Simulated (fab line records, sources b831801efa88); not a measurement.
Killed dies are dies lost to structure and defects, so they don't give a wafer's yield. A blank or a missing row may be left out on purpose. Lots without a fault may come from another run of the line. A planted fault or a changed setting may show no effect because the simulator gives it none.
fab line records | flow sky130
record lots=7 wafers=21 last_day=46
route steps=708 shown SD_P@327 RES_XHIGH@332 SD_N@342 SALICIDE@361 PAD_OPEN@708
lots that met no fault: from a run of the same line without faults
start_h: hours from the record's first day to the start of the lot's first wafer shown | wait_h: hours since the lot's step before | " the same as in the row above | L1.1+2: a row that stands for several wafers | - no value, or no start given | * or withheld: withheld | < > ~ a bound
route shown NAME@n: a module of which the file shows steps, and the number in the route of the first | usual: mean/standard deviation of fault-free wafers | same: alike in all rows | chamber/n: place in a boat | sites: the reading at each site | _std_site: their standard deviation | _edge_site: outer sites' mean less inner sites' | radius_mm: how far each site lies from the wafer's centre | mask NAME#n: copy n | behind: the tool/chamber that last shaped the wafer | hold: why the lot was held/for how many hours/how that ended | device: the transistor (n, p or np) that didn't switch | end of line: the same wafers' tests at the end of the route | a step without rows: its recipe alone | killed: dies lost to structure and defects at the first sort, not the wafer's yield | map: a wafer's dies, x killed, . not, _ none there
set.NAME: the setting as run; set.NAME@STEP: as run at that earlier step | model.NAME: the simulator's own value behind a step, which no gauge read
lots at some steps of the route; a table a step, a row a wafer
services: from which hour (start_h, from the record's first day; less than 0 if before it) a tool's chamber was out of use, for how many hours, and why
## steps
# step SKY_SD_P_CD_MEAS_07
# recipe target_cd_nm=380
# usual cd_nm=379.9/2.8
# columns lot.wafer tool chamber start_h wait_h cd_nm
L537.2 cd_sem-01 - 532.83 0.1 379.3
L537.4 " - " " 381.3
L537.5 " - " " 378.3
L540.1 cd_sem-01 - 550.21 0.1 385.0
L540.3 " - " " 384.5
L540.6 " - " " 383.6
L542.3 cd_sem-02 - 562.42 0.1 377.6
L542.4 " - " " 379.8
L542.5 " - " " 377.5
L544.1 cd_sem-01 - 586.01 0.1 381.3
L544.5 " - " " 381.9
L544.6 " - " " 382.3
L548.1 cd_sem-01 - 603.21 0.1 378.7
L548.3 " - " " 381.8
L548.6 " - " " 381.4
L549.2 cd_sem-02 - 610.85 0.1 376.0
L549.5 " - " " 374.9
L549.6 " - " " 375.7
L550.2 cd_sem-02 - 614.08 0.1 383.7
L550.3 " - " " 383.5
L550.5 " - " " 383.0
# step SKY_SD_P_OVL_MEAS_08
# usual SD_P_OVL=-1.1/1.5
# columns lot.wafer tool chamber start_h wait_h SD_P_OVL[nm]
L537.2 overlay-01 - 532.93 0.1 0.7
L537.4 " - " " 0.8
L537.5 " - " " 2.4
L540.1 overlay-02 - 550.33 0.1 -0.4
L540.3 " - " " 0.3
L540.6 " - " " 1.7
L542.3 overlay-01 - 562.52 0.1 -0.4
L542.4 " - " " -1.2
L542.5 " - " " -0.4
L544.1 overlay-02 - 586.13 0.1 0.3
L544.5 " - " " 0.3
L544.6 " - " " 0.4
L548.1 overlay-01 - 603.33 0.1 -1.1
L548.3 " - " " -0.5
L548.6 " - " " -0.8
L549.2 overlay-02 - 610.96 0.1 -1.3
L549.5 " - " " 0.1
L549.6 " - " " 0.5
L550.2 overlay-01 - 614.19 0.1 -1.3
L550.3 " - " " 1.3
L550.5 " - " " 0.3
# step SKY_SD_P_IMPLANT_09
# recipe species=BF2 energy_kev=20 dose_cm2=3e+15 tilt_deg=0
# step SKY_SD_P_STRIP_10
# recipe chemistry=O2/N2 power_w=1400 pressure_mtorr=1500 platen_temp_c=withheld o2_flow_sccm=3000 n2_flow_sccm=300 overash_fraction=0.5
# usual drypump_motor_current_A=5.81/0.26 oes_product_au=0.617/0.0049 strip_time_to_endpoint_s=17.50/0.042
# columns lot.wafer tool chamber start_h wait_h drypump_motor_current_A oes_product_au rf_hours_counter_h strip_time_to_endpoint_s
L537.2 plasma_asher-02 0 533.11 0.1 5.99 0.621 10 17.53
L537.4 " 1 " " 5.98 0.611 - 17.53
L537.5 " 1 " " 5.95 0.608 - 17.51
L540.1 plasma_asher-04 1 550.51 0.1 5.88 0.619 88 17.53
L540.3 " 1 " " 5.86 0.620 - 17.51
L540.6 " 0 " " 5.56 0.602 - 17.51
L542.3 plasma_asher-02 0 562.72 0.1 5.97 0.615 - 17.50
L542.4 " 1 " " 5.95 0.614 - 17.54
L542.5 " 1 " " 5.95 0.614 - 17.51
L544.1 plasma_asher-04 0 586.31 0.1 5.53 0.612 92 17.47
L544.5 " 0 " " 5.55 0.627 - 17.50
L544.6 " 1 " " 5.88 0.618 - 17.48
L548.1 plasma_asher-02 1 603.52 0.1 5.99 0.621 18 17.50
L548.3 " 0 " " 5.97 0.610 - 17.50
L548.6 " 1 " " 5.95 0.614 - 17.54
L549.2 plasma_asher-02 1 611.14 0.1 6.01 0.618 18 17.51
L549.5 " 0 " " 5.97 0.609 - 17.48
L549.6 " 1 " " 5.99 0.610 - 17.48
L550.2 plasma_asher-01 0 614.37 0.1 5.25 0.613 46 17.42
L550.3 " 1 " " 6.01 0.620 - 17.42
L550.5 " 0 " " 5.24 0.616 - 17.41
# step SKY_SD_P_TW_MEAS_11
# usual SD_P_TW=2804/10
# columns lot.wafer tool chamber start_h wait_h SD_P_TW
L537.2 film_metro-04 - 533.22 0.1 2810
L537.4 " - " " 2782
L537.5 " - " " 2807
L540.1 film_metro-04 - 550.61 0.1 2793
L540.3 " - " " 2807
L540.6 " - " " 2806
L542.3 film_metro-04 - 562.81 0.1 2797
L542.4 " - " " 2810
L542.5 " - " " 2805
L544.1 film_metro-02 - 586.41 0.1 2810
L544.5 " - " " 2813
L544.6 " - " " 2799
L548.1 film_metro-02 - 603.62 0.1 2807
L548.3 " - " " 2800
L548.6 " - " " 2799
L549.2 film_metro-02 - 611.25 0.1 2801
L549.5 " - " " 2824
L549.6 " - " " 2812
L550.2 film_metro-04 - 614.48 0.1 2795
L550.3 " - " " 2807
L550.5 " - " " 2812
# step SKY_RES_XHIGH_DEHYDRATE_00
# recipe temp_c=200 time_s=60
# step SKY_RES_XHIGH_HMDS_01
# recipe prime_time_s=60 prime_temp_c=120
# step SKY_RES_XHIGH_COAT_02
# recipe resist=NOVOLAK spin_rpm=3000 resist_thk_nm=1140
# step SKY_RES_XHIGH_SOFTBAKE_03
# recipe temp_c=90 time_s=60 resist=NOVOLAK
# step SKY_RES_XHIGH_EXPOSE_04
# recipe mask_id=URPM na=0.6 source_shape=conventional sigma_outer=0.6 polarization=unpolarized target_cd_nm=1270 dose_mj=140
# step SKY_RES_XHIGH_PEB_05
# recipe temp_c=withheld time_s=* resist=NOVOLAK
# step SKY_RES_XHIGH_DEVELOP_06
# recipe resist=NOVOLAK developer=TMAH develop_time_s=60 dev_temp_c=23
# step SKY_RES_XHIGH_IMPLANT_07
# recipe species=BF2 energy_kev=20 dose_cm2=3.6e+14 tilt_deg=0
# usual implant_ion_amu=49/0
# columns lot.wafer tool chamber start_h wait_h implant_ion_amu model.implant.rp_nm model.implant.drp_nm
L537.2 implanter-01 0 562.09 0.1 49 17.29 9.746
L537.4 " 0 " " 49 17.29 9.746
L537.5 " 0 " " 49 17.29 9.746
L540.1 implanter-04 0 578.81 0.1 49 17.15 9.746
L540.3 " 0 " " 49 17.15 9.746
L540.6 " 0 " " 49 17.15 9.746
L542.3 implanter-01 0 590.16 0.1 49 17.5 9.746
L542.4 " 0 " " 49 17.5 9.746
L542.5 " 0 " " 49 17.5 9.746
L544.1 implanter-04 0 613.96 0.1 49 17.58 9.746
L544.5 " 0 " " 49 17.58 9.746
L544.6 " 0 " " 49 17.58 9.746
L548.1 implanter-04 0 632.61 0.1 11 64.39 28.3
L548.3 " 0 " " 11 64.39 28.3
L548.6 " 0 " " 11 64.39 28.3
L549.2 implanter-04 0 640.63 0.1 11 67.65 28.3
L549.5 " 0 " " 11 67.65 28.3
L549.6 " 0 " " 11 67.65 28.3
L550.2 implanter-01 0 642.53 0.1 11 68.16 28.3
L550.3 " 0 " " 11 68.16 28.3
L550.5 " 0 " " 11 68.16 28.3
# step SKY_RES_XHIGH_STRIP_08
# recipe chemistry=O2/N2 power_w=1400 pressure_mtorr=1500 platen_temp_c=withheld o2_flow_sccm=3000 n2_flow_sccm=300 overash_fraction=0.5
# usual drypump_motor_current_A=5.91/0.18 oes_product_au=0.710/0.0043 strip_time_to_endpoint_s=14.28/0.038
# columns lot.wafer tool chamber start_h wait_h drypump_motor_current_A oes_product_au rf_hours_counter_h strip_time_to_endpoint_s
L537.2 plasma_asher-02 0 562.21 0.1 5.97 0.711 12 14.36
L537.4 " 1 " " 6.00 0.717 - 14.34
L537.5 " 0 " " 5.98 0.713 - 14.33
L540.1 plasma_asher-03 0 578.96 0.1 5.82 0.703 74 14.27
L540.3 " 1 " " 6.17 0.707 - 14.26
L540.6 " 0 " " 5.82 0.708 - 14.30
L542.3 plasma_asher-04 0 590.29 0.1 5.56 0.710 - 14.31
L542.4 " 1 " " 5.90 0.718 - 14.39
L542.5 " 0 " " 5.57 0.706 - 14.29
L544.1 plasma_asher-04 0 614.11 0.1 5.57 0.710 95 14.28
L544.5 " 0 " " 5.57 0.715 - 14.30
L544.6 " 1 " " 5.88 0.714 - 14.27
L548.1 plasma_asher-03 0 632.76 0.1 5.83 0.711 80 14.22
L548.3 " 1 " " 6.16 0.713 - 14.24
L548.6 " 1 " " 6.19 0.720 - 14.22
L549.2 plasma_asher-02 0 640.76 0.1 5.95 0.719 22 14.20
L549.5 " 1 " " 5.97 0.709 - 14.21
L549.6 " 0 " " 5.96 0.712 - 14.21
L550.2 plasma_asher-02 0 642.66 0.1 5.97 0.717 22 14.20
L550.3 " 0 " " 5.96 0.715 - 14.17
L550.5 " 0 " " 5.97 0.709 - 14.19
# step SKY_RES_XHIGH_TW_MEAS_09
# usual RES_XHIGH_TW=1627/7.6
# columns lot.wafer tool chamber start_h wait_h RES_XHIGH_TW
L537.2 film_metro-01 - 562.32 0.1 1626
L537.4 " - " " 1633
L537.5 " - " " 1619
L540.1 film_metro-02 - 579.06 0.1 1627
L540.3 " - " " 1618
L540.6 " - " " 1619
L542.3 film_metro-02 - 590.79 0.5 1627
L542.4 " - " " 1624
L542.5 " - " " 1633
L544.1 film_metro-02 - 614.21 0.1 1639
L544.5 " - " " 1635
L544.6 " - " " 1628
L548.1 film_metro-01 - 632.86 0.1 1056
L548.3 " - " " 1059
L548.6 " - " " 1057
L549.2 film_metro-04 - 640.87 0.1 1052
L549.5 " - " " 1055
L549.6 " - " " 1051
L550.2 film_metro-02 - 642.77 0.1 1053
L550.3 " - " " 1061
L550.5 " - " " 1058
# step SKY_SD_N_DEHYDRATE_00
# recipe temp_c=200 time_s=60
# step SKY_SD_N_HMDS_01
# recipe prime_time_s=60 prime_temp_c=120
# step SKY_SD_N_COAT_02
# recipe resist=NOVOLAK spin_rpm=3000 resist_thk_nm=1140
# step SKY_SD_N_SOFTBAKE_03
# recipe temp_c=90 time_s=60 resist=NOVOLAK
# step SKY_SD_N_EXPOSE_04
# recipe mask_id=NSDM na=0.6 source_shape=conventional sigma_outer=0.6 polarization=unpolarized target_cd_nm=380 dose_mj=141
# step SKY_SD_N_PEB_05
# recipe temp_c=withheld time_s=* resist=NOVOLAK
# step SKY_SD_N_DEVELOP_06
# recipe resist=NOVOLAK developer=TMAH develop_time_s=60 dev_temp_c=23
# step SKY_SD_N_CD_MEAS_07
# recipe target_cd_nm=380
# usual cd_nm=379.8/2.7
# columns lot.wafer tool chamber start_h wait_h cd_nm
L537.2 cd_sem-01 - 590.38 0.1 379.8
L537.4 " - " " 382.8
L537.5 " - " " 380.0
L540.1 cd_sem-02 - 607.89 0.1 373.1
L540.3 " - " " 374.0
L540.6 " - " " 371.0
L542.3 cd_sem-02 - 617.87 0.1 380.3
L542.4 " - " " 377.8
L542.5 " - " " 377.3
L544.1 cd_sem-02 - 641.86 0.1 382.5
L544.5 " - " " 382.3
L544.6 " - " " 384.1
L548.1 cd_sem-01 - 661.69 0.1 381.5
L548.3 " - " " 381.0
L548.6 " - " " 380.5
L549.2 cd_sem-01 - 669.81 0.1 375.7
L549.5 " - " " 378.0
L549.6 " - " " 377.0
L550.2 cd_sem-01 - 671.35 0.1 376.9
L550.3 " - " " 377.0
L550.5 " - " " 378.5
# step SKY_SD_N_OVL_MEAS_08
# usual SD_N_OVL=-1.7/1.4
# columns lot.wafer tool chamber start_h wait_h SD_N_OVL[nm]
L537.2 overlay-01 - 590.48 0.1 -2.1
L537.4 " - " " -2.9
L537.5 " - " " -2.6
L540.1 overlay-02 - 608.01 0.1 -2.0
L540.3 " - " " -0.6
L540.6 " - " " -0.2
L542.3 overlay-02 - 617.97 0.1 0.0
L542.4 " - " " -0.8
L542.5 " - " " -1.7
L544.1 overlay-01 - 641.98 0.1 -2.3
L544.5 " - " " -0.9
L544.6 " - " " -0.8
L548.1 overlay-01 - 661.81 0.1 -1.1
L548.3 " - " " -0.6
L548.6 " - " " -2.8
L549.2 overlay-02 - 669.91 0.1 -1.4
L549.5 " - " " -3.6
L549.6 " - " " -1.2
L550.2 overlay-02 - 671.46 0.1 -0.8
L550.3 " - " " -0.6
L550.5 " - " " -2.3
# step SKY_SD_N_IMPLANT_09
# recipe species=As energy_kev=50 dose_cm2=4e+15 tilt_deg=0
# step SKY_SD_N_IMPLANT_10
# recipe species=P energy_kev=20 dose_cm2=1e+14 tilt_deg=0
# step SKY_SD_N_STRIP_11
# recipe chemistry=O2/N2 power_w=1400 pressure_mtorr=1500 platen_temp_c=withheld o2_flow_sccm=3000 n2_flow_sccm=300 overash_fraction=0.5
# usual drypump_motor_current_A=5.83/0.29 oes_product_au=0.527/0.0045 strip_time_to_endpoint_s=22.55/0.043
# columns lot.wafer tool chamber start_h wait_h drypump_motor_current_A oes_product_au rf_hours_counter_h strip_time_to_endpoint_s
L537.2 plasma_asher-04 0 590.81 0.1 5.55 0.529 92 22.61
L537.4 " 1 " " 5.83 0.522 - 22.57
L537.5 " 1 " " 5.88 0.518 - 22.61
L540.1 plasma_asher-04 0 608.34 0.1 5.54 0.527 95 22.53
L540.3 " 0 " " 5.55 0.532 - 22.52
L540.6 " 1 " " 5.87 0.525 - 22.59
L542.3 plasma_asher-04 0 618.32 0.1 5.55 0.527 - 22.55
L542.4 " 1 " " 5.86 0.518 - 22.52
L542.5 " 0 " " 5.56 0.527 - 22.55
L544.1 plasma_asher-03 1 642.31 0.1 6.16 0.529 81 22.59
L544.5 " 0 " " 5.83 0.529 - 22.51
L544.6 " 1 " " 6.16 0.524 - 22.55
L548.1 plasma_asher-03 0 662.14 0.1 5.84 0.523 84 22.51
L548.3 " 0 " " 5.82 0.515 - 22.50
L548.6 " 1 " " 6.15 0.530 - 22.49
L549.2 plasma_asher-01 0 670.24 0.1 5.24 0.530 48 22.62
L549.5 " 1 " " 6.06 0.520 - 22.62
L549.6 " 0 " " 5.21 0.530 - 22.61
L550.2 plasma_asher-03 1 671.79 0.1 6.14 0.527 85 22.57
L550.3 " 0 " " 5.84 0.535 - 22.62
L550.5 " 1 " " 6.16 0.530 - 22.61
# step SKY_SD_N_TW_MEAS_12
# usual SD_N_TW=3946/20
# columns lot.wafer tool chamber start_h wait_h SD_N_TW
L537.2 film_metro-04 - 590.92 0.1 3954
L537.4 " - " " 3936
L537.5 " - " " 3951
L540.1 film_metro-02 - 608.44 0.1 3987
L540.3 " - " " 3985
L540.6 " - " " 3972
L542.3 film_metro-02 - 618.41 0.1 3974
L542.4 " - " " 3957
L542.5 " - " " 3954
L544.1 film_metro-02 - 642.41 0.1 3943
L544.5 " - " " 3961
L544.6 " - " " 3938
L548.1 film_metro-04 - 662.24 0.1 3946
L548.3 " - " " 3959
L548.6 " - " " 3945
L549.2 film_metro-02 - 670.35 0.1 3946
L549.5 " - " " 3931
L549.6 " - " " 3970
L550.2 film_metro-02 - 671.90 0.1 3921
L550.3 " - " " 3933
L550.5 " - " " 3918
# step SKY_SD_N_CLEAN_13
# recipe chemistry=SC1/SC2 mix=1:4:20 temp_c=70 time_s=150 dry=n2_spin
# step SKY_SD_N_RTA_14
# recipe temp_c=1075 time_s=2 idle_temp_c=650 ramp_up_c_per_s=150 ramp_down_c_per_s=90 ambient=N2
# usual lamp_power_pct=15.72/0.049 wafer_temp_C_max=1078.1/1.2
# columns lot.wafer tool chamber start_h wait_h lamp_power_pct wafer_temp_C_max
L537.2 rtp_anneal-01 0 591.03 0.0 15.80 1075.2
L537.4 " 0 " " 15.70 1078.3
L537.5 " 0 " " 15.77 1076.6
L540.1 rtp_anneal-02 0 608.56 0.0 15.74 1078.5
L540.3 " 0 " " 15.68 1078.8
L540.6 " 0 " " 15.75 1078.8
L542.3 rtp_anneal-01 0 618.53 0.0 15.76 1079.3
L542.4 " 0 " " 15.75 1077.1
L542.5 " 0 " " 15.72 1079.7
L544.1 rtp_anneal-02 0 642.52 0.0 15.64 1079.4
L544.5 " 0 " " 15.78 1076.9
L544.6 " 0 " " 15.76 1077.0
L548.1 rtp_anneal-02 0 662.35 0.0 15.68 1077.2
L548.3 " 0 " " 15.85 1077.5
L548.6 " 0 " " 15.72 1078.8
L549.2 rtp_anneal-01 0 670.46 0.0 15.64 1078.4
L549.5 " 0 " " 15.70 1076.7
L549.6 " 0 " " 15.74 1078.7
L550.2 rtp_anneal-02 0 672.01 0.0 15.72 1077.5
L550.3 " 0 " " 15.74 1077.8
L550.5 " 0 " " 15.75 1079.0
# step SKY_SD_N_RS_MEAS_16
# recipe thk_meas_gauge=four-point-probe
# usual SD_N_RS=68.43/0.11
# columns lot.wafer tool chamber start_h wait_h SD_N_RS[ohm/sq]
L537.2 film_metro-02 - 591.21 0.1 68.48
L537.4 " - " " 68.47
L537.5 " - " " 68.45
L540.1 film_metro-01 - 608.74 0.1 68.33
L540.3 " - " " 68.62
L540.6 " - " " 68.51
L542.3 film_metro-04 - 618.72 0.1 68.47
L542.4 " - " " 68.32
L542.5 " - " " 68.42
L544.1 film_metro-04 - 642.70 0.1 68.33
L544.5 " - " " 68.37
L544.6 " - " " 68.43
L548.1 film_metro-01 - 662.53 0.1 68.47
L548.3 " - " " 68.44
L548.6 " - " " 68.44
L549.2 film_metro-04 - 670.65 0.1 68.65
L549.5 " - " " 68.40
L549.6 " - " " 68.52
L550.2 film_metro-01 - 672.19 0.1 68.49
L550.3 " - " " 68.36
L550.5 " - " " 68.41
# step SKY_SD_N_RS_MEAS_17
# recipe thk_meas_gauge=four-point-probe
# usual SD_P_RS=146.8/0.38
# columns lot.wafer tool chamber start_h wait_h SD_P_RS[ohm/sq]
L537.2 film_metro-02 - 591.33 0.1 146.4
L537.4 " - " " 146.8
L537.5 " - " " 146.6
L540.1 film_metro-01 - 608.86 0.1 146.6
L540.3 " - " " 147.2
L540.6 " - " " 147.2
L542.3 film_metro-04 - 618.84 0.1 147.2
L542.4 " - " " 146.1
L542.5 " - " " 146.9
L544.1 film_metro-04 - 642.82 0.1 146.8
L544.5 " - " " 146.6
L544.6 " - " " 146.9
L548.1 film_metro-01 - 662.65 0.1 147.2
L548.3 " - " " 147.1
L548.6 " - " " 147.6
L549.2 film_metro-04 - 670.77 0.1 147.0
L549.5 " - " " 147.2
L549.6 " - " " 147.1
L550.2 film_metro-01 - 672.31 0.1 146.9
L550.3 " - " " 146.4
L550.5 " - " " 146.9
# step SKY_SD_N_RS_MEAS_18
# recipe thk_meas_gauge=four-point-probe
# usual RES_XHIGH_RS=332.6/1.2
# columns lot.wafer tool chamber start_h wait_h RES_XHIGH_RS[ohm/sq]
L537.2 film_metro-02 - 591.45 0.1 330.7
L537.4 " - " " 331.1
L537.5 " - " " 331.5
L540.1 film_metro-01 - 608.98 0.1 332.4
L540.3 " - " " 332.0
L540.6 " - " " 331.0
L542.3 film_metro-04 - 618.96 0.1 333.3
L542.4 " - " " 333.1
L542.5 " - " " 332.0
L544.1 film_metro-04 - 642.94 0.1 331.0
L544.5 " - " " 331.0
L544.6 " - " " 331.3
L548.1 film_metro-01 - 662.77 0.1 260.2
L548.3 " - " " 259.3
L548.6 " - " " 260.0
L549.2 film_metro-04 - 670.89 0.1 259.9
L549.5 " - " " 258.1
L549.6 " - " " 259.5
L550.2 film_metro-01 - 672.43 0.1 257.1
L550.3 " - " " 258.1
L550.5 " - " " 259.0
# step SKY_SALICIDE_CLEAN_00
# recipe chemistry=HF-last time_s=30 dilution=100:1 dry=ipa_marangoni
# step SKY_PAD_OPEN_PROBE_99
# usual killed_at_M0_to_M3=43/7 killed_at_M4_up=2.7/1.6 killed_at_contacts=24/5.3 killed_at_front_end=16/4.6 killed_at_other=0.3/0.53 killed_dies=86/9.3 killed_open=47/6.9 killed_short=38/6.1
# same gross_dies=492 killed_at_back_side=0
# columns lot.wafer tool chamber start_h wait_h killed_at_M0_to_M3 killed_at_M4_up killed_at_contacts killed_at_front_end killed_at_other killed_dies killed_open killed_short model.etest.res_xhigh_po.line_ohm_um model.etest.res_xhigh_po.rs_ohm_sq
L537.2 prober-01 - 1040.56 0.1 50 1 23 14 0 88 45 43 5401 1912
L537.4 prober-01 - 1040.66 0.2 41 2 32 13 1 89 53 35 5746 1978
L537.5 prober-01 - 1040.71 0.2 55 2 21 22 0 100 60 38 5655 1946
L540.1 prober-01 - 1051.08 0.1 38 6 14 18 0 76 39 37 6038 2077
L540.3 prober-01 - 1051.18 0.2 45 2 18 18 0 83 47 36 5646 1992
L540.6 prober-01 - 1051.33 0.2 54 2 23 18 1 98 48 50 5851 2051
L542.3 prober-02 - 1057.81 0.2 35 2 26 16 0 79 43 36 5740 2020
L542.4 prober-02 - 1057.86 0.2 59 3 26 13 0 101 54 47 5765 2045
L542.5 prober-02 - 1057.91 0.2 36 6 33 18 0 93 53 40 5704 1979
L544.1 prober-01 - 1077.26 0.1 46 4 18 19 1 88 48 40 5359 1874
L544.5 prober-01 - 1077.46 0.2 46 0 24 8 0 78 46 32 5768 2003
L544.6 prober-01 - 1077.51 0.2 46 4 22 10 0 82 48 34 5540 1908
L548.1 prober-01 - 1090.31 0.1 34 5 27 10 0 76 37 38 4833 1671
L548.3 prober-01 - 1090.41 0.2 37 3 22 11 0 73 35 37 4739 1667
L548.6 prober-01 - 1090.56 0.2 34 1 31 22 0 88 46 41 4766 1671
L549.2 prober-02 - 1097.75 0.1 41 4 16 24 0 85 38 47 5276 1808
L549.5 prober-02 - 1097.90 0.2 38 4 20 16 0 78 38 40 4969 1736
L549.6 prober-02 - 1097.95 0.2 53 2 27 15 0 97 56 41 5150 1775
L550.2 prober-01 - 1098.96 0.1 41 4 25 9 0 79 46 33 5011 1752
L550.3 prober-01 - 1099.01 0.2 52 3 23 10 0 88 45 43 4848 1722
L550.5 prober-01 - 1099.11 0.2 43 1 29 11 0 84 49 35 4923 1745
# killed by level:class
L537.2 METAL2:geometric_particle:short=10 LI_CONTACT:geometric_particle:open=9 VIA3:geometric_particle:open=8 FIELD_ISO:geometric_particle:short=6 VIA2:geometric_particle:open=5 VIA1:geometric_particle:open=5 METAL2:geometric_particle:open=5 CONTACT:geometric_particle:open=5
L537.4 CONTACT:geometric_particle:open=13 LI_CONTACT:geometric_particle:open=11 VIA1:geometric_particle:open=11 VIA3:geometric_particle:open=8 METAL1:geometric_particle:short=7 FIELD_ISO:geometric_particle:open=5 POLY_GATE:geometric_particle:short=4 LOCAL_INTERCONNECT:geometric_particle:short=4
L537.5 VIA1:geometric_particle:open=19 FIELD_ISO:geometric_particle:open=8 LI_CONTACT:geometric_particle:open=7 CONTACT:geometric_particle:open=7 FIELD_ISO:geometric_particle:short=6 METAL1:geometric_particle:short=6 VIA2:geometric_particle:open=6 METAL2:geometric_particle:short=5
L540.1 VIA2:geometric_particle:open=7 VIA3:geometric_particle:open=7 FIELD_ISO:geometric_particle:open=5 VIA1:geometric_particle:short=5 VIA1:geometric_particle:open=5 METAL4:geometric_particle:short=5 SPACER:geometric_particle:open=4 CONTACT:geometric_particle:open=4
L540.3 METAL2:geometric_particle:short=10 CONTACT:geometric_particle:open=8 VIA1:geometric_particle:open=8 VIA1:geometric_particle:short=8 VIA2:geometric_particle:open=6 FIELD_ISO:geometric_particle:short=5 POLY_GATE:geometric_particle:open=5 FIELD_ISO:geometric_particle:open=4
L540.6 VIA1:geometric_particle:open=13 CONTACT:geometric_particle:open=8 METAL2:geometric_particle:short=8 VIA2:geometric_particle:short=8 POLY_GATE:geometric_particle:open=7 CONTACT:geometric_particle:short=7 POLY_GATE:geometric_particle:short=5 METAL1:geometric_particle:short=5
L542.3 VIA1:geometric_particle:open=9 CONTACT:geometric_particle:open=8 LI_CONTACT:geometric_particle:open=7 CONTACT:geometric_particle:short=6 FIELD_ISO:geometric_particle:short=5 VIA2:geometric_particle:open=5 VIA1:geometric_particle:short=4 VIA3:geometric_particle:short=4
L542.4 VIA1:geometric_particle:open=15 METAL2:geometric_particle:short=10 CONTACT:geometric_particle:open=9 VIA3:geometric_particle:open=7 METAL1:geometric_particle:short=6 LI_CONTACT:geometric_particle:open=6 CONTACT:geometric_particle:short=6 VIA2:geometric_particle:open=6
L542.5 CONTACT:geometric_particle:open=13 VIA1:geometric_particle:open=11 POLY_GATE:geometric_particle:short=7 LI_CONTACT:geometric_particle:short=7 LI_CONTACT:geometric_particle:open=7 POLY_GATE:geometric_particle:open=6 METAL2:geometric_particle:short=6 CONTACT:geometric_particle:short=5
L544.1 VIA1:geometric_particle:open=11 VIA3:geometric_particle:open=7 LI_CONTACT:geometric_particle:open=6 CONTACT:geometric_particle:open=5 METAL1:geometric_particle:short=5 VIA2:geometric_particle:open=4 VIA2:geometric_particle:short=4 METAL3:geometric_particle:short=4
L544.5 VIA1:geometric_particle:open=12 VIA3:geometric_particle:open=11 LI_CONTACT:geometric_particle:open=8 CONTACT:geometric_particle:open=6 VIA2:geometric_particle:open=5 LOCAL_INTERCONNECT:geometric_particle:short=5 METAL1:geometric_particle:short=5 VIA1:geometric_particle:short=4
L544.6 VIA1:geometric_particle:open=9 METAL2:geometric_particle:short=8 CONTACT:geometric_particle:open=7 VIA3:geometric_particle:open=7 VIA2:geometric_particle:open=6 VIA1:geometric_particle:short=6 CONTACT:geometric_particle:short=5 LI_CONTACT:geometric_particle:open=5
L548.1 CONTACT:geometric_particle:open=11 METAL1:geometric_particle:short=8 LOCAL_INTERCONNECT:geometric_particle:short=5 LI_CONTACT:geometric_particle:open=4 METAL4:geometric_particle:short=4 METAL2:geometric_particle:short=4 VIA1:geometric_particle:open=4 FIELD_ISO:geometric_particle:open=3
L548.3 VIA1:geometric_particle:open=10 CONTACT:geometric_particle:open=8 VIA3:geometric_particle:open=6 METAL1:geometric_particle:short=5 METAL2:geometric_particle:short=5 LI_CONTACT:geometric_particle:short=4 VIA2:geometric_particle:open=4 POLY_CUT:geometric_particle:short=3
L548.6 CONTACT:geometric_particle:open=12 CONTACT:geometric_particle:short=9 VIA1:geometric_particle:open=7 POLY_GATE:geometric_particle:short=6 VIA3:geometric_particle:open=6 METAL2:geometric_particle:short=6 FIELD_ISO:geometric_particle:short=5 LI_CONTACT:geometric_particle:open=5
L549.2 VIA2:geometric_particle:open=8 METAL1:geometric_particle:short=8 FIELD_ISO:geometric_particle:open=7 CONTACT:geometric_particle:short=7 VIA3:geometric_particle:open=5 POLY_GATE:geometric_particle:short=4 POLY_GATE:geometric_particle:open=4 VIA1:geometric_particle:short=4
L549.5 VIA1:geometric_particle:open=11 METAL2:geometric_particle:short=8 LOCAL_INTERCONNECT:geometric_particle:short=5 LI_CONTACT:geometric_particle:open=5 METAL1:geometric_particle:short=5 FIELD_ISO:geometric_particle:open=4 CONTACT:geometric_particle:open=4 VIA2:geometric_particle:short=4
L549.6 VIA1:geometric_particle:open=14 CONTACT:geometric_particle:open=11 LI_CONTACT:geometric_particle:open=8 METAL2:geometric_particle:short=8 METAL1:geometric_particle:short=7 VIA3:geometric_particle:open=7 POLY_GATE:geometric_particle:open=5 FIELD_ISO:geometric_particle:open=4
L550.2 VIA1:geometric_particle:open=10 LI_CONTACT:geometric_particle:open=9 CONTACT:geometric_particle:open=8 METAL1:geometric_particle:short=6 VIA3:geometric_particle:open=6 VIA2:geometric_particle:open=5 LOCAL_INTERCONNECT:geometric_particle:short=4 VIA3:geometric_particle:short=4
L550.3 VIA1:geometric_particle:open=12 CONTACT:geometric_particle:open=7 LI_CONTACT:geometric_particle:open=6 VIA1:geometric_particle:short=6 VIA2:geometric_particle:open=6 VIA3:geometric_particle:open=6 METAL2:geometric_particle:short=5 CONTACT:geometric_particle:short=4
L550.5 VIA1:geometric_particle:open=14 LI_CONTACT:geometric_particle:open=9 CONTACT:geometric_particle:open=9 METAL1:geometric_particle:short=6 CONTACT:geometric_particle:short=5 VIA1:geometric_particle:short=5 FIELD_ISO:geometric_particle:short=4 LOCAL_INTERCONNECT:geometric_particle:short=4
## services
# columns tool chamber start_h hours kind
implanter-04 - 522.84 5.0 pm
implanter-04 - 535.39 1.6 repair
plasma_asher-02 - 540.70 2.6 repair
plasma_asher-01 - 570.89 39.0 repair
plasma_asher-03 - 597.09 0.7 repair
plasma_asher-01 - 617.08 28.1 pm
implanter-01 - 646.64 8.4 repair
implanter-04 - 649.44 1.9 repair
## key
first_sign step=SKY_RES_XHIGH_IMPLANT_07 reading=implant_ion_amu direction=down sigmas=99+ usual=49 struck=11
effect step=SKY_RES_XHIGH_TW_MEAS_09 reading=RES_XHIGH_TW direction=down sigmas=75 usual=1627 struck=1056
effect step=SKY_SD_N_RS_MEAS_18 reading=RES_XHIGH_RS direction=down sigmas=62 usual=332.6 struck=259.0
model_effect step=SKY_RES_XHIGH_IMPLANT_07 value=implant.rp_nm without=17.59 struck=66.73
model_effect step=SKY_PAD_OPEN_PROBE_99 value=etest.res_xhigh_po.line_ohm_um without=5595 struck=4946
met_at SKY_RES_XHIGH_IMPLANT_07
struck_wafers L548.1,L548.3,L548.6,L549.2,L549.5,L549.6,L550.2,L550.3,L550.5
tester_left_out L548,L549,L550
onset_between 613.96 632.61
fault kind=wrong_recipe_download tool=implanter-01,implanter-03,implanter-04 chamber=- onset_h=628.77 steps=SKY_RES_XHIGH_IMPLANT_07 wrong_recipe.not_listed=1
# tester_left_out: of these lots the tester's yield and bins aren't shown, on N5 and GAA mostly nor the transistor test; their killed dies are dies lost to structure and defects alone, not to doping, threshold or leakage, so they don't give the yield
